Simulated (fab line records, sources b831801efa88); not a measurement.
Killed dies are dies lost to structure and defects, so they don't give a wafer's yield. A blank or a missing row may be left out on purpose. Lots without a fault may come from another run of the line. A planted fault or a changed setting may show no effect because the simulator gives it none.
A sampling plan put to the test | flow sky130 | one fab line, 61 faults that these records tell of, each judged on the records of the lots that it struck
The plan is the line's own looks: the steps of the route at which a gauge or an inspection reads the wafer and doesn't change it. A look can be judged if struck wafers have a number there and the file gives its usual mean and standard deviation on fault-free wafers. Caught: at a look after the fault's first step, the mean of the struck wafers lies 4 or more of those standard deviations (sigma) from the usual mean. On the tool: the same test on the tool's own readings at the fault's steps. Another recipe on the struck wafers, or a record that is blank for them alone, also counts as caught.

THE FAULTS, as the simulator had put them in
1. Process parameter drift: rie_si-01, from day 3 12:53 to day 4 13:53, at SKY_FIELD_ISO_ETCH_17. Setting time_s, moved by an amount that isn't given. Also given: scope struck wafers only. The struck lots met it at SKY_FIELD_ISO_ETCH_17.
2. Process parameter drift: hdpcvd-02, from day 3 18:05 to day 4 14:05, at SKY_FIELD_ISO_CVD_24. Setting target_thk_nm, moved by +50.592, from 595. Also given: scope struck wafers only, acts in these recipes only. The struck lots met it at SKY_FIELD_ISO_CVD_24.
3. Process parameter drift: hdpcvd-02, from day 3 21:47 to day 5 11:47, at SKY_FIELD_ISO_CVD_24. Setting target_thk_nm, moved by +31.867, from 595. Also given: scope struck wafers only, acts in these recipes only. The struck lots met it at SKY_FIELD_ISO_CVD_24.
4. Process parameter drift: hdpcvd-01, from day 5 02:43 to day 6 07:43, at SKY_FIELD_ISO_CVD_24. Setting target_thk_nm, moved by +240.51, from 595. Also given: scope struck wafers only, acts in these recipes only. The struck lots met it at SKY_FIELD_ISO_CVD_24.
5. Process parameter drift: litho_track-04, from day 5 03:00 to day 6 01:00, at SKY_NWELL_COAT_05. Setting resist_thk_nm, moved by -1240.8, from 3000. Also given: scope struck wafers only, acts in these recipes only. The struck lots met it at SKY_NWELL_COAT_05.
6. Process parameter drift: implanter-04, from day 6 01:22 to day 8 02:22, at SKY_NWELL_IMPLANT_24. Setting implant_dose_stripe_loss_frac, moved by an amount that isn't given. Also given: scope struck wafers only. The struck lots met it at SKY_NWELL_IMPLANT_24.
7. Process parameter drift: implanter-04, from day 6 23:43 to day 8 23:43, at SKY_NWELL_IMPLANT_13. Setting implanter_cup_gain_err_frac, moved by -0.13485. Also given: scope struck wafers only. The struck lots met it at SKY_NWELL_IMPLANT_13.
8. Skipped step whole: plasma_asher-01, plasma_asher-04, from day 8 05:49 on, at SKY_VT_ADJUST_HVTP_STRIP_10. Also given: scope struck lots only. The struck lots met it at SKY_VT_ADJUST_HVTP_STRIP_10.
9. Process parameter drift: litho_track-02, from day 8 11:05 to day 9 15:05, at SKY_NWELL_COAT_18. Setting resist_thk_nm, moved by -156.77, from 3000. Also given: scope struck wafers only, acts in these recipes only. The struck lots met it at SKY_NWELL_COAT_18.
10. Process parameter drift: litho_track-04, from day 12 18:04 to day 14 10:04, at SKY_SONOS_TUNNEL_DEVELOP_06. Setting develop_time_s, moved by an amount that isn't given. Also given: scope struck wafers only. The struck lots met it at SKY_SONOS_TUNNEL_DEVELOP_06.
11. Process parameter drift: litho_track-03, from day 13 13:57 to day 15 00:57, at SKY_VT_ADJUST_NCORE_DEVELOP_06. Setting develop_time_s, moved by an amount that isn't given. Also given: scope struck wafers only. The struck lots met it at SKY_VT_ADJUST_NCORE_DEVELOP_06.
12. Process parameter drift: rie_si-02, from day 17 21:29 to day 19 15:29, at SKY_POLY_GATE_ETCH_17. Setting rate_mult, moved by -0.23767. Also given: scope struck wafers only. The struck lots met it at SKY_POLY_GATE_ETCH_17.
13. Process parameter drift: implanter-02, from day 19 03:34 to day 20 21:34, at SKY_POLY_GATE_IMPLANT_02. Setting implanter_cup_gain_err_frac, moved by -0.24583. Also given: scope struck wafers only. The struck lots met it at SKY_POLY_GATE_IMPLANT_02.
14. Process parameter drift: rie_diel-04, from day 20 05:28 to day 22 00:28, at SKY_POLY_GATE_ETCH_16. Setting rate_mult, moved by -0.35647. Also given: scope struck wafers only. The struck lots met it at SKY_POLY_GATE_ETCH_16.
15. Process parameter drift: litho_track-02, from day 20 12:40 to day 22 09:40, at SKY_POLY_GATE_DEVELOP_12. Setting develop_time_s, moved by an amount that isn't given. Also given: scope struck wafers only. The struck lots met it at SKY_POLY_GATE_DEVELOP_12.
16. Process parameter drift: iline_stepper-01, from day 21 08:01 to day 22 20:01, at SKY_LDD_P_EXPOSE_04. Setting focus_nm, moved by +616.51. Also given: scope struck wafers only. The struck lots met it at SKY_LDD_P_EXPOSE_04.
17. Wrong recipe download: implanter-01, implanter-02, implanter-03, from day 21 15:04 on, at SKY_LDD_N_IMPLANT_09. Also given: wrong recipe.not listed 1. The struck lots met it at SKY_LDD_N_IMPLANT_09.
18. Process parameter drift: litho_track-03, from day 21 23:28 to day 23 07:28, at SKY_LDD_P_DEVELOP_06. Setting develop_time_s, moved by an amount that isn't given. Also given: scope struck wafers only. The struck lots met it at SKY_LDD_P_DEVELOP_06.
19. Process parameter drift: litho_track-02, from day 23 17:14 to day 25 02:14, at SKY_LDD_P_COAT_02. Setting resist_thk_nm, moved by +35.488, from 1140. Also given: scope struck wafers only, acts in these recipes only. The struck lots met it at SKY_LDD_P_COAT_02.
20. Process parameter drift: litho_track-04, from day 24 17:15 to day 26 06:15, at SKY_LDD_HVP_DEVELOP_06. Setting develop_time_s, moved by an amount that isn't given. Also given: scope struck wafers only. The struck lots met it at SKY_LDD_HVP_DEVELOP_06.
21. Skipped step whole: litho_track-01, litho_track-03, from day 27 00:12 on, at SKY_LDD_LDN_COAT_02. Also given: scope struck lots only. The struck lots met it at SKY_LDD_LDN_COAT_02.
22. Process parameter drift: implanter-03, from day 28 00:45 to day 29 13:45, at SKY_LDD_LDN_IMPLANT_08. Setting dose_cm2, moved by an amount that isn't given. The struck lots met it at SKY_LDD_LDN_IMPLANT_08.
23. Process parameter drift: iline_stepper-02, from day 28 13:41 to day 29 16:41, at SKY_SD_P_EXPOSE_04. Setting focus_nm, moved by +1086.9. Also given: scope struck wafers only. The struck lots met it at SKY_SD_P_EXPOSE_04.
24. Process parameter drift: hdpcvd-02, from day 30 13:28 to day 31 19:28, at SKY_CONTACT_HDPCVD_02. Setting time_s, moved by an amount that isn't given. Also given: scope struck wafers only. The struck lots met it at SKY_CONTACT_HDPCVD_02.
25. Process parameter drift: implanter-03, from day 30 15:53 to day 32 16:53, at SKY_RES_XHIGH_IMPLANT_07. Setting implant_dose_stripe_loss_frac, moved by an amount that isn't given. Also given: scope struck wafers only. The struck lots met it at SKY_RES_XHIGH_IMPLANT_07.
26. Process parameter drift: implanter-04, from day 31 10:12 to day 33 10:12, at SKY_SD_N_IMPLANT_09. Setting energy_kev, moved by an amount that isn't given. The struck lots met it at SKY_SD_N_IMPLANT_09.
27. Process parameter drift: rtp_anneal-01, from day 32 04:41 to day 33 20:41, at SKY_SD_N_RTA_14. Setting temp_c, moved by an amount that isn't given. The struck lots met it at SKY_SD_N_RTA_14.
28. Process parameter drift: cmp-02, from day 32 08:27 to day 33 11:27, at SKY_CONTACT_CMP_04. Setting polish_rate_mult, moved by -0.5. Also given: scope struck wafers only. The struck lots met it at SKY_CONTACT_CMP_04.
29. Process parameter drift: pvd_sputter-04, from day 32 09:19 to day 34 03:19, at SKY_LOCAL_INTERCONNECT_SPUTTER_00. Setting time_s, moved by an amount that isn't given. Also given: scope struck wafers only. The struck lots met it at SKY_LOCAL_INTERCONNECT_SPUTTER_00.
30. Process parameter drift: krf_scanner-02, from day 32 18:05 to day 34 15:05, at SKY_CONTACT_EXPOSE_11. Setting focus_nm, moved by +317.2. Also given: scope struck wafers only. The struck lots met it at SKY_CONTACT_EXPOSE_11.
31. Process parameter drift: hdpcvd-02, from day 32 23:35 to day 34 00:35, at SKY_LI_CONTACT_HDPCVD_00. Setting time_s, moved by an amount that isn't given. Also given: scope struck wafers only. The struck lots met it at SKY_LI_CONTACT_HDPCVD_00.
32. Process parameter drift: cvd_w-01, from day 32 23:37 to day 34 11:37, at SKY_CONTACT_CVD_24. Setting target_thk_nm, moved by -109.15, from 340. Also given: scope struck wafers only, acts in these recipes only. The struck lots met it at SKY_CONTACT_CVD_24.
33. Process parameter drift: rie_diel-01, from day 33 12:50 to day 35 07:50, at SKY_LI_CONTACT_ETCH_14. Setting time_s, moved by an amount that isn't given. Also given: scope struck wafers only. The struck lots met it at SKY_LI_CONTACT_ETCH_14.
34. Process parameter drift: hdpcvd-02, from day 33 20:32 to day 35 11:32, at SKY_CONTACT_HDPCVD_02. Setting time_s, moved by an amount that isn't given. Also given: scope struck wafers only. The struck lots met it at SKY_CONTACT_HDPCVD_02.
35. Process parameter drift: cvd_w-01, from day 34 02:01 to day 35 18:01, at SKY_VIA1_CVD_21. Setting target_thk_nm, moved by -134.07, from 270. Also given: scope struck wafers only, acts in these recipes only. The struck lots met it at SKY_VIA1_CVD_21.
36. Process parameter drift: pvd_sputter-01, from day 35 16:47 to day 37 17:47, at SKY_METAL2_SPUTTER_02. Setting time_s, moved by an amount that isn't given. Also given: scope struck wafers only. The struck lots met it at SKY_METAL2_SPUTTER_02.
37. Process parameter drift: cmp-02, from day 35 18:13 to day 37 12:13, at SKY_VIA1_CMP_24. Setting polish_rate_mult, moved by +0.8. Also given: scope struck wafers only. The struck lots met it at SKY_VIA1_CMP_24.
38. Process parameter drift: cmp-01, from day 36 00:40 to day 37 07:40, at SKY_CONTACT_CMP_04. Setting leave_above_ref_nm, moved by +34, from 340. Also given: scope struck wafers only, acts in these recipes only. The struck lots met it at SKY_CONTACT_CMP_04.
39. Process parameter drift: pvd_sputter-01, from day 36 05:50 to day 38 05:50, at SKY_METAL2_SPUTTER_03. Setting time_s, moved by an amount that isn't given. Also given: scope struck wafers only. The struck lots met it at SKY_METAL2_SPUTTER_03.
40. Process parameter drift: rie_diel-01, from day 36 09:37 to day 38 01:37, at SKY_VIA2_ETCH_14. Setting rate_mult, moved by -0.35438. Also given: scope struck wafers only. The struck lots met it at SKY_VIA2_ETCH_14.
41. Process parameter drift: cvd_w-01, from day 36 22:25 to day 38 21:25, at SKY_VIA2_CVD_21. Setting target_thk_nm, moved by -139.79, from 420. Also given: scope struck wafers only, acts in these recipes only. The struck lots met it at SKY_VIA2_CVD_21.
42. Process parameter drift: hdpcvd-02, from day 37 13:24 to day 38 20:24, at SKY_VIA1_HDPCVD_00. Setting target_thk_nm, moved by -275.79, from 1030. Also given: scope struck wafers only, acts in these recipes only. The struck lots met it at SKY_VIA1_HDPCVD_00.
43. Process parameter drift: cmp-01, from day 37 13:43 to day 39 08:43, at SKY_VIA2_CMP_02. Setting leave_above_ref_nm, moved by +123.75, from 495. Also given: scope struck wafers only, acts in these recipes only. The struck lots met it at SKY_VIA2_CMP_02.
44. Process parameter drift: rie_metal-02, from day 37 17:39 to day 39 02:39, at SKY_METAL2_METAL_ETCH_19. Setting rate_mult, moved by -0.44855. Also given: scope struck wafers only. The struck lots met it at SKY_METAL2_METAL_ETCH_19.
45. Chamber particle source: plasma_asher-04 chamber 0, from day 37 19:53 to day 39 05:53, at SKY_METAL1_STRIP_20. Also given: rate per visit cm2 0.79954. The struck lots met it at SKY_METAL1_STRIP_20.
46. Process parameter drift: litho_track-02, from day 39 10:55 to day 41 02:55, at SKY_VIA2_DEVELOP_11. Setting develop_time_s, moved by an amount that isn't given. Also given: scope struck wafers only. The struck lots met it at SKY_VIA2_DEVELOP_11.
47. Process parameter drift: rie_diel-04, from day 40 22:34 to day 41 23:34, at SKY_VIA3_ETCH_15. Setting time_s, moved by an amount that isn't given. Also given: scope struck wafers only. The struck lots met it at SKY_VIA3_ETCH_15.
48. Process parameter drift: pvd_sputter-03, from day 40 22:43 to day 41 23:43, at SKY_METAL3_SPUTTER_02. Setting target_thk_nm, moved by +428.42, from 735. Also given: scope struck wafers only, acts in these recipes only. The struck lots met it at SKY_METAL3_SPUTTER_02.
49. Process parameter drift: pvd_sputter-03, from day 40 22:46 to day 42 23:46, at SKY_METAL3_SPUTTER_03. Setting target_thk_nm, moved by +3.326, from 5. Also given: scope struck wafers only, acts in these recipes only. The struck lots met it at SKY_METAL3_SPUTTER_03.
50. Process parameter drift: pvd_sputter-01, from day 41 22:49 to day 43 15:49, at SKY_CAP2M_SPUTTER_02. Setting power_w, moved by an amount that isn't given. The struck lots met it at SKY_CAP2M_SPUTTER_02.
51. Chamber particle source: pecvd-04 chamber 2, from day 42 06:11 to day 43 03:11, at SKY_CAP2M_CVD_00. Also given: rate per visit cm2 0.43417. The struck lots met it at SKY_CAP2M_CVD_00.
52. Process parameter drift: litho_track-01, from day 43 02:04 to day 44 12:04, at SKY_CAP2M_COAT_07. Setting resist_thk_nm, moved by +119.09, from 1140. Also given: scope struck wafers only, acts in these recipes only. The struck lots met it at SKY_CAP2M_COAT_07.
53. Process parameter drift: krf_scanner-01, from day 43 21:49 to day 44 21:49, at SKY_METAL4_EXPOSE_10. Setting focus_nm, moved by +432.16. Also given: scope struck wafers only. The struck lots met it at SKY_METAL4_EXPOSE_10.
54. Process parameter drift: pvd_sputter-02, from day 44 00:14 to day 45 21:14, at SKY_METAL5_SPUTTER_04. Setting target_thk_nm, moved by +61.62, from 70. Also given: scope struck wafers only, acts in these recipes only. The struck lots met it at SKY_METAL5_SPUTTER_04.
55. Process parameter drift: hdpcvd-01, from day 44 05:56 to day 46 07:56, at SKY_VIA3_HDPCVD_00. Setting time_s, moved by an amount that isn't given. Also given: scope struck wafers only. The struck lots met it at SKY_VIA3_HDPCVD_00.
56. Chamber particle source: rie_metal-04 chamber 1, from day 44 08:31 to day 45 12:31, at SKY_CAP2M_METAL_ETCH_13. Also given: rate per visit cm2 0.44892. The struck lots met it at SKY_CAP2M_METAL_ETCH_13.
57. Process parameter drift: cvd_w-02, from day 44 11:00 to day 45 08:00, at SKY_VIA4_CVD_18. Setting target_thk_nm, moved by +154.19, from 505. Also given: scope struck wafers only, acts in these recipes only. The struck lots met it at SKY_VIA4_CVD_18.
58. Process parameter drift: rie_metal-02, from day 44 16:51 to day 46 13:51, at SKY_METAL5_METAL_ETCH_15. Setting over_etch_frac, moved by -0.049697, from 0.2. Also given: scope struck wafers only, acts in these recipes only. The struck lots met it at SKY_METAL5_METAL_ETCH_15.
59. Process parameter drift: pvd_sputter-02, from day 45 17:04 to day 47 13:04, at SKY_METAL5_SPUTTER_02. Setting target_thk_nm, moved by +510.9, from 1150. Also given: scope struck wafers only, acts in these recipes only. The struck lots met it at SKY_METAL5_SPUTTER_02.
60. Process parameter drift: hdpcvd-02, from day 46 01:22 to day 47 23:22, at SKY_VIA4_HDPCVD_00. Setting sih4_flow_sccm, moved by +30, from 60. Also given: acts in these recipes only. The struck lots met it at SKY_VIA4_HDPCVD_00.
61. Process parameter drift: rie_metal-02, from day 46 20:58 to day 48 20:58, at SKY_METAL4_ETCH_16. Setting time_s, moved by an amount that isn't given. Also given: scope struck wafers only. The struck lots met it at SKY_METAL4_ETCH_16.

WHAT THE PLAN SAW
fault | on the tool itself                               | first look that catches it                      | reading, sigma                                           | median hours from its first step to that look | hours from the fault's start to the first struck lot there | judged looks passed uncaught
1     | run_length_s -78 sigma                           | none of the 2 looks that can be judged after it | -                                                        | -                                             | -                                                          | 2
2     | under 2 sigma                                    | SKY_FIELD_ISO_THK_MEAS_25                       | FIELD_ISO_CVD_24_THK +9.5                                | 0.1                                           | 2                                                          | 0
3     | no reading that can be judged                    | SKY_FIELD_ISO_THK_MEAS_25                       | FIELD_ISO_CVD_24_THK +5.4                                | 0.1                                           | 2                                                          | 0
4     | under 2 sigma                                    | SKY_FIELD_ISO_THK_MEAS_25                       | FIELD_ISO_CVD_24_THK +46                                 | 0.1                                           | 6                                                          | 0
5     | under 2 sigma                                    | none of the 3 looks that can be judged after it | -                                                        | -                                             | -                                                          | 3
6     | under 2 sigma                                    | no look after it can be judged                  | -                                                        | -                                             | -                                                          | 0
7     | beam_on_s +8.2 sigma                             | no look after it can be judged                  | -                                                        | -                                             | -                                                          | 0
8     | the tool's record is blank for the struck wafers | SKY_VT_ADJUST_LVTN_TW_MEAS_10                   | VT_ADJUST_LVTN_TW -72                                    | 21.2                                          | 25                                                         | 0
9     | no reading that can be judged                    | no look after it can be judged                  | -                                                        | -                                             | -                                                          | 0
10    | no reading that can be judged                    | SKY_SONOS_TUNNEL_CD_MEAS_07                     | cd_nm -5.6                                               | 0.1                                           | 4                                                          | 0
11    | under 2 sigma                                    | SKY_VT_ADJUST_NCORE_TW_MEAS_11                  | VT_ADJUST_NCORE_TW -99 or beyond                         | 0.5                                           | 10                                                         | 0
12    | oes_product_au -30 sigma                         | no look after it can be judged                  | -                                                        | -                                             | -                                                          | 0
13    | beam_on_s +4.9 sigma                             | no look after it can be judged                  | -                                                        | -                                             | -                                                          | 0
14    | under 2 sigma                                    | no look after it can be judged                  | -                                                        | -                                             | -                                                          | 0
15    | no reading that can be judged                    | SKY_POLY_GATE_CD_MEAS_13                        | cd_nm -4.0                                               | 0.9                                           | 5                                                          | 0
16    | under 2 sigma                                    | SKY_LDD_P_CD_MEAS_07                            | cd_nm -4.7                                               | 15.1                                          | 43                                                         | 0
17    | no reading that can be judged                    | SKY_LDD_N_TW_MEAS_17                            | LDD_N_TW -4.2                                            | 1.1                                           | 5                                                          | 0
18    | under 2 sigma                                    | SKY_LDD_P_CD_MEAS_07                            | cd_nm -8.9                                               | 0.1                                           | 8                                                          | 0
19    | no reading that can be judged                    | not the one look that can be judged after it    | -                                                        | -                                             | -                                                          | 1
20    | no reading that can be judged                    | SKY_LDD_HVP_TW_MEAS_10                          | LDD_HVP_TW -5.8                                          | 0.4                                           | 3                                                          | 0
21    | the tool's record is blank for the struck wafers | SKY_RES_XHIGH_TW_MEAS_09                        | RES_XHIGH_TW +14                                         | 101.9                                         | 110                                                        | 0
22    | dose_ions_cm2 -99 or beyond sigma                | SKY_LDD_LDN_TW_MEAS_13                          | LDD_LDN_TW -6.2                                          | 0.7                                           | 1                                                          | 0
23    | under 2 sigma                                    | SKY_SD_P_CD_MEAS_07                             | cd_nm -8.7                                               | 14.1                                          | 18                                                         | 0
24    | run_length_s -49 sigma                           | SKY_CONTACT_THK_MEAS_03                         | CONTACT_HDPCVD_THK -30                                   | 0.1                                           | 6                                                          | 0
25    | under 2 sigma                                    | SKY_SD_N_RS_MEAS_18                             | RES_XHIGH_RS +12                                         | 28.8                                          | 33                                                         | 1
26    | beam_energy_keV -99 or beyond sigma              | SKY_SD_N_TW_MEAS_12                             | SD_N_TW -10                                              | 0.4                                           | 14                                                         | 0
27    | wafer_temp_C_max +6.2 sigma                      | SKY_SD_N_RS_MEAS_16                             | SD_N_RS -16                                              | 0.2                                           | 13                                                         | 0
28    | time_to_endpoint_s +4.6 sigma                    | no look after it can be judged                  | -                                                        | -                                             | -                                                          | 0
29    | under 2 sigma                                    | SKY_LOCAL_INTERCONNECT_RS_MEAS_01               | LOCAL_INTERCONNECT_TIN_RS +18                            | 0.1                                           | 12                                                         | 0
30    | under 2 sigma                                    | SKY_CONTACT_CD_MEAS_14                          | cd_nm -26                                                | 12.8                                          | 18                                                         | 0
31    | run_length_s +32 sigma                           | SKY_LI_CONTACT_THK_MEAS_01                      | LI_CONTACT_HDPCVD_THK +10                                | 0.1                                           | 3                                                          | 0
32    | under 2 sigma                                    | SKY_CONTACT_RS_MEAS_25                          | CONTACT_W_RS +31                                         | 0.1                                           | 3                                                          | 0
33    | run_length_s -79 sigma                           | no look after it can be judged                  | -                                                        | -                                             | -                                                          | 0
34    | run_length_s -8.2 sigma                          | SKY_CONTACT_THK_MEAS_03                         | CONTACT_HDPCVD_THK -4.4                                  | 0.1                                           | 3                                                          | 0
35    | under 2 sigma                                    | SKY_VIA1_RS_MEAS_22                             | VIA1_W_RS +78                                            | 0.1                                           | 6                                                          | 0
36    | under 2 sigma                                    | SKY_METAL2_RS_MEAS_05                           | METAL2_ALCU_RS -44                                       | 0.1                                           | 5                                                          | 0
37    | time_to_endpoint_s -10 sigma                     | none of the 4 looks that can be judged after it | -                                                        | -                                             | -                                                          | 4
38    | only faintly: time_to_endpoint_s -3.7 sigma      | not the one look that can be judged after it    | -                                                        | -                                             | -                                                          | 1
39    | under 2 sigma                                    | no look after it can be judged                  | -                                                        | -                                             | -                                                          | 0
40    | oes_product_au -14 sigma                         | no look after it can be judged                  | -                                                        | -                                             | -                                                          | 0
41    | under 2 sigma                                    | SKY_VIA2_RS_MEAS_22                             | VIA2_W_RS +35                                            | 0.1                                           | 7                                                          | 0
42    | no reading that can be judged                    | SKY_VIA1_THK_MEAS_01                            | VIA1_HDPCVD_THK -28                                      | 0.1                                           | 4                                                          | 0
43    | under 2 sigma                                    | no look after it can be judged                  | -                                                        | -                                             | -                                                          | 0
44    | oes_product_au -23 sigma                         | no look after it can be judged                  | -                                                        | -                                             | -                                                          | 0
45    | under 2 sigma                                    | none of the 6 looks that can be judged after it | -                                                        | -                                             | -                                                          | 6
46    | under 2 sigma                                    | SKY_VIA2_CD_MEAS_12                             | cd_nm -13                                                | 0.5                                           | 13                                                         | 0
47    | run_length_s -47 sigma                           | no look after it can be judged                  | -                                                        | -                                             | -                                                          | 0
48    | under 2 sigma                                    | no look after it can be judged                  | -                                                        | -                                             | -                                                          | 0
49    | under 2 sigma                                    | no look after it can be judged                  | -                                                        | -                                             | -                                                          | 0
50    | cathode_dc_power_W -99 or beyond sigma           | SKY_CAP2M_RS_MEAS_03                            | CAP2M_TIN_RS +28                                         | 0.1                                           | 2                                                          | 0
51    | under 2 sigma                                    | no look after it can be judged                  | -                                                        | -                                             | -                                                          | 0
52    | no reading that can be judged                    | not the one look that can be judged after it    | -                                                        | -                                             | -                                                          | 1
53    | under 2 sigma                                    | SKY_METAL4_CD_MEAS_13                           | cd_nm -61                                                | 10.7                                          | 15                                                         | 0
54    | under 2 sigma                                    | SKY_METAL5_THK_MEAS_06                          | METAL5_ALCU_THK -7.0                                     | 8.3                                           | 46                                                         | 1
55    | run_length_s +21 sigma                           | not the one look that can be judged after it    | strongest: VIA3_HDPCVD_THK at SKY_VIA3_THK_MEAS_01, +3.8 | -                                             | -                                                          | 1
56    | under 2 sigma                                    | no look after it can be judged                  | -                                                        | -                                             | -                                                          | 0
57    | under 2 sigma                                    | SKY_VIA4_RS_MEAS_19                             | VIA4_W_RS -19                                            | 0.2                                           | 13                                                         | 0
58    | oes_product_au +4.7 sigma                        | no look after it can be judged                  | -                                                        | -                                             | -                                                          | 0
59    | under 2 sigma                                    | SKY_METAL5_RS_MEAS_05                           | METAL5_ALCU_RS -24                                       | 0.1                                           | 24                                                         | 0
60    | sih4_flow_sccm +99 or beyond sigma               | SKY_VIA4_THK_MEAS_01                            | VIA4_HDPCVD_THK +51                                      | 0.2                                           | 8                                                          | 0
61    | run_length_s +8.7 sigma                          | no look after it can be judged                  | -                                                        | -                                             | -                                                          | 0
A dash: the fault isn't caught, or these records don't give the number.

Caught at a look: 34 of 61. Caught on the tool: 23 of 61. By one or the other: 47 of 61.
Caught on the tool alone: faults 1, 7, 12, 13, 28, 33, 37, 40, 44, 47, 55, 58, 61.
Caught at a look alone: faults 2, 3, 4, 10, 11, 15, 16, 17, 18, 20, 23, 25, 29, 30, 32, 35, 36, 41, 42, 46, 53, 54, 57, 59.
Caught by neither: faults 5, 6, 9, 14, 19, 38, 39, 43, 45, 48, 49, 51, 52, 56.

THINNER SAMPLING
If the look that catches a fault measured only every second or every third lot, by lot number, the first struck lot would be measured this late in the worst case:
fault | struck lots at that look, in order of time | every lot | every second lot | every third lot
2     | L827, L828, L829                           | 2 h       | 5 h              | 12 h
3     | L988, L989, L991                           | 2 h       | 9 h              | may miss all 3
4     | L916, L918, L919                           | 6 h       | 23 h             | may miss all 3
8     | L292, L293                                 | 25 h      | 31 h             | may miss all 2
10    | L696                                       | 4 h       | may miss it      | may miss it
11    | L504, L505, L506                           | 10 h      | 14 h             | 22 h
15    | L144, L146                                 | 5 h       | may miss all 2   | may miss all 2
16    | L558                                       | 43 h      | may miss it      | may miss it
17    | L484, L485, L487, L486                     | 5 h       | 16 h             | 37 h
18    | L600, L601, L602                           | 8 h       | 20 h             | 27 h
20    | L430, L432, L433                           | 3 h       | 32 h             | may miss all 3
21    | L850, L849                                 | 110 h     | 113 h            | may miss all 2
22    | L851, L853                                 | 1 h       | may miss all 2   | may miss all 2
23    | L625, L626                                 | 18 h      | 27 h             | may miss all 2
24    | L401, L402, L403                           | 6 h       | 23 h             | 27 h
25    | L202                                       | 33 h      | may miss it      | may miss it
26    | L927, L929                                 | 14 h      | may miss all 2   | may miss all 2
27    | L776, L777, L779                           | 13 h      | 21 h             | may miss all 3
29    | L911, L914                                 | 12 h      | 38 h             | may miss all 2
30    | L222, L223                                 | 18 h      | 27 h             | may miss all 2
31    | L722, L724                                 | 3 h       | may miss all 2   | may miss all 2
32    | L785, L786, L789                           | 3 h       | 14 h             | may miss all 3
34    | L714, L717, L716                           | 3 h       | 30 h             | may miss all 3
35    | L895                                       | 6 h       | may miss it      | may miss it
36    | L983                                       | 5 h       | may miss it      | may miss it
41    | L410, L412                                 | 7 h       | may miss all 2   | may miss all 2
42    | L171, L173, L174                           | 4 h       | 30 h             | may miss all 3
46    | L807                                       | 13 h      | may miss it      | may miss it
50    | L420, L423                                 | 2 h       | 25 h             | may miss all 2
53    | L239, L240, L241                           | 15 h      | 22 h             | 29 h
54    | L453                                       | 46 h      | may miss it      | may miss it
57    | L906, L907                                 | 13 h      | 18 h             | may miss all 2
59    | L414, L413                                 | 24 h      | 25 h             | may miss all 2
60    | L575, L576                                 | 8 h       | 20 h             | may miss all 2
Hours are from the fault's start to the first struck lot that is measured. The limit of 4 sigma was tested on all struck wafers together, so one lot alone may lie under it. Other struck lots may not be in these records.

THE LONGEST TIMED WAY FROM STEP TO LOOK
Fault 21: a median of 101.9 hours passes between SKY_LDD_LDN_COAT_02 and SKY_RES_XHIGH_TW_MEAS_09. No look between them can be judged.
